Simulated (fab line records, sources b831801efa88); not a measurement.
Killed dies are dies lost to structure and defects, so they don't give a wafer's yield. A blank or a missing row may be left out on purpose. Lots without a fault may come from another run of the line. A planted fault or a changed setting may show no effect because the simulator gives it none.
Which tool did it? | flow gf180mcu | 6 lots, 18 wafers sampled, at 2 steps of a route of 602

WHAT THE GAUGES READ, wafer by wafer
GF_V5_THK_MEAS_01.
lot  | measured     | on            | V5_CVD_00_THK (nm)
L892 | day 28 02:51 | film_metro-01 | 305 289 303
L901 | day 30 16:05 | film_metro-01 | 299 298 300
L903 | day 31 08:58 | film_metro-01 | 304 299 304
L905 | day 31 17:11 | film_metro-01 | 304 302 303
L907 | day 32 06:35 | film_metro-03 | 297 298 295
L909 | day 32 17:37 | film_metro-02 | 300 301 298

WHICH TOOL RAN EACH LOT (tool, then ch and the chambers of the sampled wafers, then the start)
lot  | GF_V3_ETCH_17
L892 | rie_diel-02 ch 0,2, day 28 02:51 or earlier
L901 | rie_diel-04 ch 1,2,3, day 30 16:05 or earlier
L903 | rie_diel-02 ch 0,1,2, day 31 08:58 or earlier
L905 | rie_diel-02 ch 0,1,3, day 31 17:11 or earlier
L907 | rie_diel-01 ch 1,3, day 32 06:35 or earlier
L909 | rie_diel-04 ch 0,2,3, day 32 17:37 or earlier
- GF_V3_ETCH_17: etches SiO2 in C4F8/O2/Ar, stops on TiN, target depth 635 nm.

THE ANSWER, worked out from the rows above alone
Rule: what is usual is taken from the lots themselves. Put in order of their means at a reading, lots are off if they are a third of the lots or fewer, leave a main group of 4 or more, and stand apart from it by a gap of 3 or more times the standard deviation of the main group's means; of several such gaps the widest counts. A main group whose means are all the same, to the digits that the tables above print for the reading, isn't used. A lot without any number at a reading at which 4 lots or more have one is off too. The other lots that the step has rows for count as sound.
No lot is off at any reading shown: from this, nothing can be told.

WHAT THE SIMULATOR HAD PUT IN
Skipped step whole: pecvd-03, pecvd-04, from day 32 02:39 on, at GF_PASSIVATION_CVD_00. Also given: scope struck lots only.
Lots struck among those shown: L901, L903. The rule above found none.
